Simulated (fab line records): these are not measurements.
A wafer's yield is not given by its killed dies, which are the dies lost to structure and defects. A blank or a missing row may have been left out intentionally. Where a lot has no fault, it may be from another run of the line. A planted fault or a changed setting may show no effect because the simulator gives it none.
What tool caused it? -- flow sky130 -- route of 708 steps, sampled at 1 step: 6 lots, 18 wafers

== WHAT THE GAUGES READ, wafer by wafer ==
SKY_GATE_OXIDE_OVL_MEAS_10.
lot,measured,on,GATE_OXIDE_OVL (nm)
L964,day 14 19:05,overlay-01,-0.5 -0.7 -1.1
L966,day 15 03:52,overlay-02,-2.0 -2.4 -2.1
L968,day 16 08:46,overlay-02,-0.1 0.5 -0.1
L978,day 19 14:37,overlay-01,0.7 1.1 0.4
L981,day 20 07:25,overlay-01,-1.3 0.1 -3.1
L984,day 21 04:59,overlay-02,-3.4 -4.0 -2.3

== WHICH TOOL RAN EACH LOT (tool, then ch and the chambers of the sampled wafers, then the start) ==
Record: no process step prior to these readings.

== THE ANSWER, worked out from the rows above alone ==
Rule: the lots themselves supply what counts as usual. Put in order of their means at a reading, lots are off if they are a third of the lots or fewer, leave a main group of 4 or more, and stand apart from it by a gap of 3 or more times the standard deviation of the main group's means; of several such gaps the widest counts. If all means in a main group match to the digits the tables above print for the reading, that group is not used. Also off: a lot with no number at a reading for which 4 or more lots have one. Where the step has rows for the other lots, those lots are counted as sound.
No lot is off at any reading shown: from this, nothing can be told.

== WHAT THE SIMULATOR HAD INSERTED ==
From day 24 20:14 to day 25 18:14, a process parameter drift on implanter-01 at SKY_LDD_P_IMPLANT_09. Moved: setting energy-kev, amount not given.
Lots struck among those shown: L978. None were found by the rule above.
